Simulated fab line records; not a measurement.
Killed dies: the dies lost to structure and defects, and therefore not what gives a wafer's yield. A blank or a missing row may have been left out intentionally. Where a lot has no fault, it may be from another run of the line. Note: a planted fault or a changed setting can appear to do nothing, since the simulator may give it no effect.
A sampling plan put to the test ; flow gf180mcu ; one line in one fab, 21 faults in these records, each fault weighed on the records of the lots it struck
What counts as the plan is the set of the line's own looks, namely the steps on the route at which a gauge or an inspection reads a wafer and does not change it. A look is open to judgement when struck wafers have a number at it and the file gives its usual mean and standard deviation on fault-free wafers. Caught: a look later than the fault's first step finds the struck wafers' mean 4 or more of those standard deviations (sigma) from the usual mean. On the tool: the fault's steps, tested the same way using the tool's own readings. It also counts as caught if the struck wafers ran another recipe or if their record alone is blank.

== THE FAULTS, as the simulator had put them in ==
1. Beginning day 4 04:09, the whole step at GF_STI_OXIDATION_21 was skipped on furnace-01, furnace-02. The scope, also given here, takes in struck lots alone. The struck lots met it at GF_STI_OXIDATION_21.
2. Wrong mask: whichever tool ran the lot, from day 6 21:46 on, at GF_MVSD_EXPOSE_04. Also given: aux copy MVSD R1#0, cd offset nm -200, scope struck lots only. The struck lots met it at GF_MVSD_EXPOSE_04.
3. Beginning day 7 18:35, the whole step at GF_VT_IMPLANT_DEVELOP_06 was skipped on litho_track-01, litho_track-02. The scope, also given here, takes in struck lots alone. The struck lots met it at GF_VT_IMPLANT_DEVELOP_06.
4. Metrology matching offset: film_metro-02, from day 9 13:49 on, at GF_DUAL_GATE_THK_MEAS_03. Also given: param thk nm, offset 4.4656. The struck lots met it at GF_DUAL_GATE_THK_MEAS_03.
5. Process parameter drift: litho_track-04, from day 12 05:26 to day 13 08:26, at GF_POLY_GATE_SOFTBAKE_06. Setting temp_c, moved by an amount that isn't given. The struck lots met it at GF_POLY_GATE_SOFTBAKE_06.
6. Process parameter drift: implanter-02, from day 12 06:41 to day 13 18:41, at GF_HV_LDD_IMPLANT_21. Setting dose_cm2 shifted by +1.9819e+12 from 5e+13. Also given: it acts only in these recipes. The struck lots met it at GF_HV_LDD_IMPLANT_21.
7. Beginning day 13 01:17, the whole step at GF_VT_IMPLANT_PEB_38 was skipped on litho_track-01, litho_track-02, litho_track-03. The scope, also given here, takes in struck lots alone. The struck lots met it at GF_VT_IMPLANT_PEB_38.
8. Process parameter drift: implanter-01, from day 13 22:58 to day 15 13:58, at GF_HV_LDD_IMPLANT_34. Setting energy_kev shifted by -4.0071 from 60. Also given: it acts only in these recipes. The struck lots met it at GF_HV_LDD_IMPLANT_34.
9. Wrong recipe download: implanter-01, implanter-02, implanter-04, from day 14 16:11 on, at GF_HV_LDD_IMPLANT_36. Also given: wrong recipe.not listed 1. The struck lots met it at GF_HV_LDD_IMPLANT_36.
10. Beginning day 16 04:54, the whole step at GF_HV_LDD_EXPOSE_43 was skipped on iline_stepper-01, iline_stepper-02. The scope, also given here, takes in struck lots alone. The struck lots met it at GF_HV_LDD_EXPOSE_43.
11. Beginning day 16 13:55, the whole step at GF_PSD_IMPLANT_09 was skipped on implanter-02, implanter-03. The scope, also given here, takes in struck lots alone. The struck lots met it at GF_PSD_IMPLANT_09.
12. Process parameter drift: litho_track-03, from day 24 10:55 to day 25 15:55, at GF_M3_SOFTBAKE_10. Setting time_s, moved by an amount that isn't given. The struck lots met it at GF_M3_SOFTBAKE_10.
13. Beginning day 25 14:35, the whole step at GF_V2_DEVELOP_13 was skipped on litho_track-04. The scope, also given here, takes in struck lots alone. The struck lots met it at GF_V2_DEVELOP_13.
14. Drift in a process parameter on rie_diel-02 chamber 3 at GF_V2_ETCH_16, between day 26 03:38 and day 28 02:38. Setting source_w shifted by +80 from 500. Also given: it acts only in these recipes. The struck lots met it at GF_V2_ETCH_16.
15. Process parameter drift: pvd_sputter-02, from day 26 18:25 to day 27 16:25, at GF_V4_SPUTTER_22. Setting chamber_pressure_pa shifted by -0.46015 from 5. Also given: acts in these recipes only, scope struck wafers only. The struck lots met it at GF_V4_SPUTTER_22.
16. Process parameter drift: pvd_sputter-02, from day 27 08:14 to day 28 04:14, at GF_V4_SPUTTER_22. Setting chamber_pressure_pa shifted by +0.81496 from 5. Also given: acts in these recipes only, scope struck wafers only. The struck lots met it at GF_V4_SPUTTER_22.
17. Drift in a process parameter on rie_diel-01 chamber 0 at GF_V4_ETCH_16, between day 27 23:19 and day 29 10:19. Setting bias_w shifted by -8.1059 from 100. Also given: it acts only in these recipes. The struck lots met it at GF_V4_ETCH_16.
18. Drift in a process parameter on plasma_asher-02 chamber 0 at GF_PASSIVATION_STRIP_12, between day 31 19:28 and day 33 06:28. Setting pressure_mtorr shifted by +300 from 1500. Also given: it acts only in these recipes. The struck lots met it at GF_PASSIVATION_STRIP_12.
19. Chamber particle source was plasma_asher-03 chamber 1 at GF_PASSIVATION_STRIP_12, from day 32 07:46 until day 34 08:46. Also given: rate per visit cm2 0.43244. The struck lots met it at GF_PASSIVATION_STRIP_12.
20. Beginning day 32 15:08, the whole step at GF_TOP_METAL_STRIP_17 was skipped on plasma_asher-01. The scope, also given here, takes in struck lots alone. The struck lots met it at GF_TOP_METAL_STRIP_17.
21. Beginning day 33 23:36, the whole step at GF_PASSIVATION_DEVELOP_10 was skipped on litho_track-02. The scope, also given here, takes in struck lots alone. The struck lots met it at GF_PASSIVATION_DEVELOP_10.

== WHAT THE PLAN SAW ==
fault;on the tool itself;first look that catches it;reading, sigma;median hours from its first step to that look;hours from the fault's start to the first struck lot there;judged looks passed uncaught
1;the tool's record is blank for the struck wafers;no look after it can be judged;-;-;-;0
2;under 2 sigma;none of the 2 looks that can be judged after it;-;-;-;2
3;the tool's record is blank for the struck wafers;no look after it can be judged;-;-;-;0
4;DUAL_GATE_OXIDATION_00_THK +18 sigma;none of the 2 looks that can be judged after it;-;-;-;2
5;heater_power_total_W +37 sigma;GF_POLY_GATE_CD_MEAS_10;cd_nm -6.9;10.4;26;0
6;dose_ions_cm2 +35 sigma;not the one look that can be judged after it;-;-;-;1
7;no reading that can be judged;none of the 3 looks that can be judged after it;-;-;-;3
8;beam_energy_keV -99 or beyond sigma;no look after it can be judged;-;-;-;0
9;no reading that can be judged;GF_HV_LDD_TW_MEAS_38;HV_LDD_3_TW -14;0.2;1;0
10;no reading that can be judged;no look after it can be judged;-;-;-;0
11;the tool's record is blank for the struck wafers;GF_PSD_TW_MEAS_11;PSD_TW -99 or beyond;0.2;6;0
12;run_length_s -99 or beyond sigma;not the one look that can be judged after it;-;-;-;1
13;the tool's record is blank for the struck wafers;no look after it can be judged;-;-;-;0
14;rf_fwd_power_W +32 sigma;not the one look that can be judged after it;-;-;-;1
15;chamber_pressure_pa -46 sigma;not the one look that can be judged after it;-;-;-;1
16;chamber_pressure_pa +82 sigma;no look after it can be judged;-;-;-;0
17;bias_w -33 sigma;no look after it can be judged;-;-;-;0
18;chamber_pressure_mTorr +99 or beyond sigma;not the one look that can be judged after it;-;-;-;1
19;under 2 sigma;no look after it can be judged;-;-;-;0
20;the tool's record is blank for the struck wafers;no look after it can be judged;-;-;-;0
21;the tool's record is blank for the struck wafers;no look after it can be judged;-;-;-;0
A dash: the fault isn't caught, or these records don't give the number.

Caught at a look: 3 of 21. Caught on the tool: 16 of 21. By one or the other: 17 of 21.
On the tool alone, faults 1, 3, 4, 6, 8, 12, 13, 14, 15, 16, 17, 18, 20, 21 were caught.
Caught at a look alone: fault 9.
Caught by neither: faults 2, 7, 10, 19.

== THINNER SAMPLING ==
If the look that catches a fault measured only every second or every third lot, by lot number, the first struck lot would be measured this late in the worst case:
fault;struck lots at that look, in order of time;every lot;every second lot;every third lot
5;L982, L983;26 h;31 h;may miss all 2
9;L467, L469, L470, L471;1 h;13 h;17 h
11;L811, L813;6 h;may miss all 2;may miss all 2
Hours count from the start of the fault until the first struck lot that is measured. 4 sigma limit: tested on the pooled struck wafers, so a lone lot may be under it. Other struck lots may not be in these records.

== THE LONGEST TIMED WAY FROM STEP TO LOOK ==
In fault 5, a median of 10.4 hours elapses between GF_POLY_GATE_SOFTBAKE_06 and GF_POLY_GATE_CD_MEAS_10. No look between them can be judged.
